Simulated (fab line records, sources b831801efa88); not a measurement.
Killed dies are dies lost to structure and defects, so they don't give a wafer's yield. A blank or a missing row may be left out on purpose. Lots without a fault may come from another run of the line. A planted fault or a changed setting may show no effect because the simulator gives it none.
fab line records | flow gf180mcu
record lots=24 wafers=72 last_day=34
route steps=602 shown M3@410 V4@477 MIM@503 V5@544
lots that met no fault: from a run of the same line without faults
start_h: hours from the record's first day to the start of the lot's first wafer shown | wait_h: hours since the lot's step before | " the same as in the row above | L1.1+2: a row that stands for several wafers | - no value, or no start given | * or withheld: withheld | < > ~ a bound
route shown NAME@n: a module of which the file shows steps, and the number in the route of the first | usual: mean/standard deviation of fault-free wafers | same: alike in all rows | chamber/n: place in a boat | sites: the reading at each site | _std_site: their standard deviation | _edge_site: outer sites' mean less inner sites' | radius_mm: how far each site lies from the wafer's centre | mask NAME#n: copy n | behind: the tool/chamber that last shaped the wafer | hold: why the lot was held/for how many hours/how that ended | device: the transistor (n, p or np) that didn't switch | end of line: the same wafers' tests at the end of the route | a step without rows: its recipe alone | killed: dies lost to structure and defects at the first sort, not the wafer's yield | map: a wafer's dies, x killed, . not, _ none there
set.NAME: the setting as run; set.NAME@STEP: as run at that earlier step | model.NAME: the simulator's own value behind a step, which no gauge read
steps of the route over a sample of lots; a table a step, a row a wafer
services: from which hour (start_h, from the record's first day; less than 0 if before it) a tool's chamber was out of use, for how many hours, and why
## steps
# step GF_M3_SPUTTER_01
# recipe material=TiN target_thk_nm=30 power_w=6500 time_s=25 chamber_pressure_pa=0.4
# usual throttle_valve_pct=30.1/0.8
# columns lot.wafer tool chamber start_h wait_h throttle_valve_pct
L074.1 pvd_sputter-02 - 463.32 0.1 30.3
L074.2 " - " " 29.9
L074.6 " - " " 29.4
L075.1 pvd_sputter-02 - 471.34 0.1 29.9
L075.2 " - " " 29.2
L075.4 " - " " 30.2
L076.2 pvd_sputter-03 - 478.59 0.1 30.3
L076.3 " - " " 29.1
L076.4 " - " " 29.6
L077.1 pvd_sputter-02 - 491.13 0.1 29.4
L077.2 " - " " 29.5
L077.3 " - " " 30.4
L078.4 pvd_sputter-02 - 510.05 0.1 29.3
L078.5 " - " " 29.9
L078.6 " - " " 29.2
L079.1 pvd_sputter-04 - 516.48 0.1 32.1
L079.4 " - " " 30.9
L079.5 " - " " 32.1
L080.2 pvd_sputter-03 - 523.26 0.1 30.3
L080.5 " - " " 30.2
L080.6 " - " " 29.5
L081.2 pvd_sputter-02 - 530.47 0.1 29.0
L081.3 " - " " 29.4
L081.4 " - " " 30.0
L082.1 pvd_sputter-04 - 539.14 0.1 31.8
L082.3 " - " " 31.0
L082.6 " - " " 30.8
L083.1 pvd_sputter-04 - 554.56 0.1 32.0
L083.4 " - " " 30.9
L083.5 " - " " 31.8
L084.2 pvd_sputter-03 - 563.48 0.1 30.3
L084.5 " - " " 30.3
L084.6 " - " " 29.4
L085.1 pvd_sputter-04 - 570.62 0.1 30.9
L085.5 " - " " 32.1
L085.6 " - " " 30.7
L086.1 pvd_sputter-02 - 579.03 0.1 29.4
L086.4 " - " " 29.6
L086.5 " - " " 29.3
L087.2 pvd_sputter-04 - 582.12 0.1 31.3
L087.3 " - " " 32.1
L087.4 " - " " 30.8
L088.3 pvd_sputter-03 - 582.78 0.1 29.6
L088.4 " - " " 29.0
L088.6 " - " " 29.4
L089.1 pvd_sputter-04 - 596.38 0.1 32.0
L089.2 " - " " 30.7
L089.6 " - " " 30.5
L090.2 pvd_sputter-02 - 600.19 0.1 30.3
L090.5 " - " " 30.0
L090.6 " - " " 29.3
L091.1 pvd_sputter-02 - 609.86 0.1 30.3
L091.4 " - " " 29.3
L091.5 " - " " 29.4
L092.3 pvd_sputter-04 - 615.33 0.1 30.8
L092.5 " - " " 30.7
L092.6 " - " " 31.1
L093.2 pvd_sputter-03 - 620.18 0.1 29.4
L093.3 " - " " 29.3
L093.5 " - " " 30.1
L094.2 pvd_sputter-03 - 626.24 0.1 29.7
L094.5 " - " " 29.7
L094.6 " - " " 29.3
L095.1 pvd_sputter-03 - 635.92 0.1 30.5
L095.2 " - " " 29.6
L095.3 " - " " 28.9
L096.3 pvd_sputter-03 - 640.04 0.1 29.8
L096.4 " - " " 29.0
L096.6 " - " " 29.2
L097.1 pvd_sputter-02 - 650.78 0.1 29.2
L097.4 " - " " 30.0
L097.6 " - " " 29.3
# step GF_V4_THK_MEAS_01
# recipe reads=SiO2_of_V4_CVD_00
# usual V4_CVD_00_THK=600/6.2
# columns lot.wafer tool chamber start_h wait_h V4_CVD_00_THK[nm]
L074.1 film_metro-01 - 538.05 0.0 587
L074.2 " - " " 595
L074.6 " - " " 593
L075.1 film_metro-01 - 546.67 0.0 608
L075.2 " - " " 605
L075.4 " - " " 596
L076.2 film_metro-01 - 554.33 0.0 598
L076.3 " - " " 601
L076.4 " - " " 615
L077.1 film_metro-01 - 563.23 0.0 599
L077.2 " - " " 605
L077.3 " - " " 599
L078.4 film_metro-02 - 580.69 0.0 600
L078.5 " - " " 607
L078.6 " - " " 600
L079.1 film_metro-02 - 587.64 0.0 597
L079.4 " - " " 601
L079.5 " - " " 603
L080.2 film_metro-04 - 593.94 0.0 586
L080.5 " - " " 603
L080.6 " - " " 592
L081.2 film_metro-01 - 601.65 0.0 604
L081.3 " - " " 592
L081.4 " - " " 604
L082.1 film_metro-04 - 607.36 0.0 594
L082.3 " - " " 601
L082.6 " - " " 595
L083.1 film_metro-04 - 623.16 0.0 608
L083.4 " - " " 606
L083.5 " - " " 606
L084.2 film_metro-01 - 631.45 0.0 605
L084.5 " - " " 600
L084.6 " - " " 606
L085.1 film_metro-01 - 637.31 0.0 597
L085.5 " - " " 607
L085.6 " - " " 605
L086.1 film_metro-04 - 644.54 0.0 605
L086.4 " - " " 599
L086.5 " - " " 603
L087.2 film_metro-02 - 647.35 0.0 600
L087.3 " - " " 596
L087.4 " - " " 602
L088.3 film_metro-01 - 648.23 0.1 595
L088.4 " - " " 599
L088.6 " - " " 595
L089.1 film_metro-01 - 660.70 0.1 589
L089.2 " - " " 606
L089.6 " - " " 595
L090.2 film_metro-02 - 664.81 0.1 594
L090.5 " - " " 600
L090.6 " - " " 607
L091.1 film_metro-04 - 674.69 0.0 604
L091.4 " - " " 607
L091.5 " - " " 600
L092.3 film_metro-01 - 678.66 0.1 597
L092.5 " - " " 599
L092.6 " - " " 593
L093.2 film_metro-01 - 682.74 0.0 593
L093.3 " - " " 601
L093.5 " - " " 601
L094.2 film_metro-04 - 688.86 0.0 603
L094.5 " - " " 599
L094.6 " - " " 602
L095.1 film_metro-02 - 697.69 0.0 613
L095.2 " - " " 609
L095.3 " - " " 604
L096.3 film_metro-04 - 701.20 0.1 603
L096.4 " - " " 598
L096.6 " - " " 605
L097.1 film_metro-04 - 711.89 0.0 596
L097.4 " - " " 598
L097.6 " - " " 607
# step GF_V4_CVD_23
# recipe material=W target_thk_nm=350 time_s=104.9 temp_c=400 pressure_torr=40
# usual heater_power_w=1000/110
# columns lot.wafer tool chamber start_h wait_h heater_power_w
L074.1 cvd_w-02 1 561.79 0.0 1147
L074.2 " 0 " " 946
L074.6 " 0 " " 908
L075.1 cvd_w-02 1 570.47 0.0 1151
L075.2 " 0 " " 901
L075.4 " 1 " " 1156
L076.2 cvd_w-02 0 577.23 0.0 965
L076.3 " 1 " " 1172
L076.4 " 0 " " 920
L077.1 cvd_w-01 0 586.25 0.0 890
L077.2 " 1 " " 943
L077.3 " 1 " " 936
L078.4 cvd_w-02 1 603.64 0.1 1156
L078.5 " 0 " " 954
L078.6 " 1 " " 1129
L079.1 cvd_w-02 1 610.40 0.0 1159
L079.4 " 1 " " 1175
L079.5 " 0 " " 918
L080.2 cvd_w-02 0 616.08 0.0 923
L080.5 " 0 " " 962
L080.6 " 1 " " 1156
L081.2 cvd_w-02 0 624.45 0.0 931
L081.3 " 1 " " 1134
L081.4 " 0 " " 928
L082.1 cvd_w-01 0 630.39 0.0 834
L082.3 " 1 " " 946
L082.6 " 0 " " 856
L083.1 cvd_w-02 0 644.09 0.0 930
L083.4 " 0 " " 937
L083.5 " 0 " " 945
L084.2 cvd_w-01 1 653.34 0.0 964
L084.5 " 0 " " 878
L084.6 " 1 " " 948
L085.1 cvd_w-02 1 658.93 0.0 1162
L085.5 " 0 " " 937
L085.6 " 1 " " 1171
L086.1 cvd_w-02 0 665.66 0.0 964
L086.4 " 1 " " 1147
L086.5 " 1 " " 1137
L087.2 cvd_w-01 0 668.39 0.0 851
L087.3 " 1 " " 935
L087.4 " 0 " " 895
L088.3 cvd_w-02 1 668.77 0.1 1173
L088.4 " 0 " " 936
L088.6 " 1 " " 1139
L089.1 cvd_w-02 1 680.79 0.0 1142
L089.2 " 0 " " 938
L089.6 " 0 " " 957
L090.2 cvd_w-01 0 685.29 0.0 876
L090.5 " 0 " " 866
L090.6 " 1 " " 960
L091.1 cvd_w-01 0 695.03 0.0 869
L091.4 " 0 " " 862
L091.5 " 1 " " 959
L092.3 cvd_w-02 0 698.98 0.1 950
L092.5 " 0 " " 935
L092.6 " 1 " " 1168
L093.2 cvd_w-02 1 702.53 0.0 1166
L093.3 " 0 " " 949
L093.5 " 1 " " 1139
L094.2 cvd_w-02 1 708.85 0.0 1172
L094.5 " 0 " " 935
L094.6 " 1 " " 1189
L095.1 cvd_w-01 0 717.63 0.0 882
L095.2 " 1 " " 953
L095.3 " 0 " " 852
L096.3 cvd_w-02 1 721.11 0.1 1144
L096.4 " 0 " " 949
L096.6 " 0 " " 916
L097.1 cvd_w-01 1 731.58 0.0 934
L097.4 " 1 " " 974
L097.6 " 1 " " 960
# step GF_MIM_SPUTTER_00
# recipe material=Ti target_thk_nm=37.5 arriving_ion_energy_ev=80 substrate_temp_c=200 chamber_pressure_pa=2 power_w=4000 time_s=150
# usual throttle_valve_pct=30.2/0.8
# columns lot.wafer tool chamber start_h wait_h throttle_valve_pct
L074.1 pvd_sputter-04 - 562.39 0.1 30.5
L074.2 " - " " 32.0
L074.6 " - " " 31.1
L075.1 pvd_sputter-03 - 571.06 0.1 30.4
L075.2 " - " " 29.6
L075.4 " - " " 29.5
L076.2 pvd_sputter-04 - 577.82 0.1 30.9
L076.3 " - " " 30.8
L076.4 " - " " 30.8
L077.1 pvd_sputter-03 - 586.84 0.1 29.1
L077.2 " - " " 29.2
L077.3 " - " " 30.3
L078.4 pvd_sputter-03 - 604.20 0.1 29.6
L078.5 " - " " 29.6
L078.6 " - " " 29.7
L079.1 pvd_sputter-04 - 610.99 0.1 31.0
L079.4 " - " " 30.8
L079.5 " - " " 31.8
L080.2 pvd_sputter-02 - 616.67 0.1 30.2
L080.5 " - " " 29.9
L080.6 " - " " 30.2
L081.2 pvd_sputter-02 - 625.04 0.1 29.9
L081.3 " - " " 29.4
L081.4 " - " " 30.1
L082.1 pvd_sputter-04 - 630.99 0.2 30.9
L082.3 " - " " 31.8
L082.6 " - " " 30.6
L083.1 pvd_sputter-04 - 644.69 0.2 30.8
L083.4 " - " " 32.0
L083.5 " - " " 30.7
L084.2 pvd_sputter-02 - 653.94 0.2 29.4
L084.5 " - " " 29.2
L084.6 " - " " 29.5
L085.1 pvd_sputter-04 - 659.52 0.1 30.8
L085.5 " - " " 30.8
L085.6 " - " " 30.6
L086.1 pvd_sputter-02 - 666.25 0.1 29.3
L086.4 " - " " 30.0
L086.5 " - " " 29.9
L087.2 pvd_sputter-02 - 668.98 0.2 29.4
L087.3 " - " " 30.2
L087.4 " - " " 29.3
L088.3 pvd_sputter-02 - 669.33 0.1 29.5
L088.4 " - " " 28.9
L088.6 " - " " 30.5
L089.1 pvd_sputter-03 - 681.39 0.2 28.9
L089.2 " - " " 30.3
L089.6 " - " " 29.4
L090.2 pvd_sputter-04 - 685.88 0.2 30.6
L090.5 " - " " 30.5
L090.6 " - " " 31.8
L091.1 pvd_sputter-02 - 695.62 0.1 29.5
L091.4 " - " " 29.7
L091.5 " - " " 29.3
L092.3 pvd_sputter-02 - 699.53 0.1 30.4
L092.5 " - " " 30.4
L092.6 " - " " 29.2
L093.2 pvd_sputter-04 - 703.13 0.2 30.7
L093.3 " - " " 31.7
L093.5 " - " " 31.0
L094.2 pvd_sputter-03 - 709.44 0.1 29.1
L094.5 " - " " 29.7
L094.6 " - " " 29.6
L095.1 pvd_sputter-03 - 718.22 0.2 29.5
L095.2 " - " " 29.8
L095.3 " - " " 29.1
L096.3 pvd_sputter-03 - 721.67 0.2 29.9
L096.4 " - " " 30.4
L096.6 " - " " 29.5
L097.1 pvd_sputter-04 - 732.17 0.2 32.1
L097.4 " - " " 30.6
L097.6 " - " " 30.8
# step GF_MIM_SPUTTER_04
# recipe material=TiN target_thk_nm=50 power_w=6500 time_s=41.7 chamber_pressure_pa=0.4
# usual throttle_valve_pct=30.2/0.8
# columns lot.wafer tool chamber start_h wait_h throttle_valve_pct
L074.1 pvd_sputter-04 - 562.57 0.0 30.6
L074.2 " - " " 31.9
L074.6 " - " " 31.0
L075.1 pvd_sputter-03 - 571.24 0.0 30.4
L075.2 " - " " 29.8
L075.4 " - " " 29.6
L076.2 pvd_sputter-04 - 578.00 0.0 30.9
L076.3 " - " " 30.8
L076.4 " - " " 30.7
L077.1 pvd_sputter-03 - 587.03 0.0 29.1
L077.2 " - " " 29.6
L077.3 " - " " 30.1
L078.4 pvd_sputter-03 - 604.38 0.0 29.8
L078.5 " - " " 29.6
L078.6 " - " " 29.8
L079.1 pvd_sputter-04 - 611.17 0.0 30.9
L079.4 " - " " 30.8
L079.5 " - " " 31.9
L080.2 pvd_sputter-02 - 616.85 0.0 30.1
L080.5 " - " " 29.9
L080.6 " - " " 30.1
L081.2 pvd_sputter-02 - 625.22 0.0 29.7
L081.3 " - " " 29.3
L081.4 " - " " 30.2
L082.1 pvd_sputter-04 - 631.17 0.0 31.1
L082.3 " - " " 32.0
L082.6 " - " " 30.8
L083.1 pvd_sputter-04 - 644.87 0.0 30.6
L083.4 " - " " 31.7
L083.5 " - " " 31.1
L084.2 pvd_sputter-02 - 654.12 0.0 29.4
L084.5 " - " " 29.4
L084.6 " - " " 29.3
L085.1 pvd_sputter-04 - 659.70 0.0 30.8
L085.5 " - " " 31.0
L085.6 " - " " 30.7
L086.1 pvd_sputter-02 - 666.43 0.0 29.5
L086.4 " - " " 30.1
L086.5 " - " " 30.1
L087.2 pvd_sputter-02 - 669.16 0.0 29.3
L087.3 " - " " 30.4
L087.4 " - " " 29.1
L088.3 pvd_sputter-02 - 669.51 0.0 29.5
L088.4 " - " " 29.5
L088.6 " - " " 30.3
L089.1 pvd_sputter-03 - 681.57 0.0 28.9
L089.2 " - " " 30.3
L089.6 " - " " 29.5
L090.2 pvd_sputter-04 - 686.06 0.0 30.8
L090.5 " - " " 30.9
L090.6 " - " " 31.7
L091.1 pvd_sputter-02 - 695.80 0.0 29.1
L091.4 " - " " 29.5
L091.5 " - " " 29.1
L092.3 pvd_sputter-02 - 699.72 0.0 30.1
L092.5 " - " " 30.2
L092.6 " - " " 29.3
L093.2 pvd_sputter-04 - 703.31 0.0 30.5
L093.3 " - " " 31.9
L093.5 " - " " 30.8
L094.2 pvd_sputter-03 - 709.62 0.0 29.1
L094.5 " - " " 29.7
L094.6 " - " " 29.7
L095.1 pvd_sputter-03 - 718.40 0.0 29.3
L095.2 " - " " 29.7
L095.3 " - " " 29.1
L096.3 pvd_sputter-03 - 721.85 0.0 29.7
L096.4 " - " " 30.2
L096.6 " - " " 29.5
L097.1 pvd_sputter-04 - 732.35 0.0 31.6
L097.4 " - " " 30.9
L097.6 " - " " 30.8
# step GF_V5_CMP_04
# recipe material=SiO2 down_force_psi=4 platen_rpm=60 pad_velocity_m_s=0.94248
# usual motor_current_A=12.9/1.6
# columns lot.wafer tool chamber start_h wait_h motor_current_A
L074.2 cmp-01 1 607.13 0.1 11.6
L074.1 " 2 " " 11.7
L074.6 " 1 " " 12.0
L075.2 cmp-01 2 614.49 0.0 11.8
L075.4 " 0 " " 11.8
L075.1 " 1 " " 12.5
L076.4 cmp-02 2 621.57 0.0 13.1
L076.2 " 3 " " 12.4
L076.3 " 1 " " 12.7
L077.3 cmp-02 3 630.72 0.1 13.0
L077.2 " 0 " " 12.9
L077.1 " 1 " " 11.9
L078.4 cmp-01 0 646.35 0.1 12.0
L078.5 " 2 " " 11.9
L078.6 " 3 " " 15.7
L079.4 cmp-01 0 653.49 0.0 12.2
L079.1 " 1 " " 11.6
L079.5 " 0 " " 12.5
L080.2 cmp-01 1 658.54 0.2 11.7
L080.6 " 2 " " 11.6
L080.5 " 3 " " 16.5
L081.4 cmp-02 3 666.23 0.1 12.1
L081.3 " 0 " " 12.9
L081.2 " 1 " " 11.9
L082.1 cmp-01 2 672.18 0.4 11.5
L082.3 " 3 " " 15.9
L082.6 " 1 " " 11.8
L083.4 cmp-02 2 685.93 0.4 14.6
L083.1 " 3 " " 12.6
L083.5 " 1 " " 11.6
L084.2 cmp-01 0 694.59 0.2 12.0
L084.6 " 1 " " 11.7
L084.5 " 2 " " 11.5
L085.1 cmp-01 3 699.80 0.2 16.3
L085.6 " 0 " " 11.6
L085.5 " 1 " " 12.4
L086.1 cmp-02 3 704.65 0.1 12.2
L086.4 " 0 " " 12.4
L086.5 " 3 " " 12.1
L087.2 cmp-01 2 707.70 0.1 11.5
L087.3 " 3 " " 15.9
L087.4 " 0 " " 12.0
L088.3 cmp-02 2 708.57 0.0 14.7
L088.4 " 0 " " 12.5
L088.6 " 3 " " 12.1
L089.2 cmp-01 3 720.88 0.1 16.4
L089.1 " 0 " " 12.2
L089.6 " 3 " " 15.8
L090.2 cmp-01 3 724.27 0.1 17.0
L090.5 " 2 " " 11.5
L090.6 " 3 " " 15.3
L091.1 cmp-01 2 733.66 0.1 11.6
L091.4 " 3 " " 16.5
L091.5 " 2 " " 11.8
L092.3 cmp-01 0 738.15 0.2 11.2
L092.6 " 1 " " 12.0
L092.5 " 2 " " 11.3
L093.2 cmp-01 1 741.08 0.1 11.9
L093.3 " 2 " " 11.5
L093.5 " 3 " " 15.8
L094.2 cmp-02 3 746.55 0.1 12.3
L094.6 " 1 " " 11.8
L094.5 " 2 " " 13.7
L095.3 cmp-01 0 755.09 0.5 12.4
L095.1 " 1 " " 11.4
L095.2 " 3 " " 16.4
L096.3 cmp-01 2 757.82 0.0 11.8
L096.4 " 0 " " 13.0
L096.6 " 2 " " 11.8
L097.1 cmp-02 0 768.13 0.1 12.8
L097.4 " 2 " " 14.1
L097.6 " 1 " " 12.0
## services
# columns tool chamber start_h hours kind
pvd_sputter-03 - 446.09 1.4 repair
cmp-02 - 447.90 11.6 repair
pvd_sputter-03 - 468.45 3.9 repair
cvd_w-01 0 474.74 3.2 repair
cvd_w-02 - 505.60 17.2 repair
cvd_w-01 1 520.93 1.8 repair
cmp-02 - 527.60 2.9 repair
cmp-01 - 535.98 4.0 repair
cmp-01 - 540.07 2.2 repair
cmp-01 - 548.49 3.3 pm
pvd_sputter-04 - 549.83 3.3 repair
pvd_sputter-04 - 571.33 2.6 repair
cmp-01 - 577.85 4.0 pm
cvd_w-02 1 610.85 2.6 repair
cvd_w-02 - 625.29 2.5 repair
pvd_sputter-02 - 640.35 9.7 repair
pvd_sputter-04 - 650.03 1.9 repair
cvd_w-02 - 651.72 3.0 repair
pvd_sputter-03 - 659.74 18.3 repair
cmp-01 - 683.51 5.6 pm
pvd_sputter-03 - 685.37 5.2 repair
cvd_w-02 - 724.49 14.6 pm
pvd_sputter-04 - 725.88 1.5 repair
pvd_sputter-02 - 764.40 8.2 repair
## key
fault none
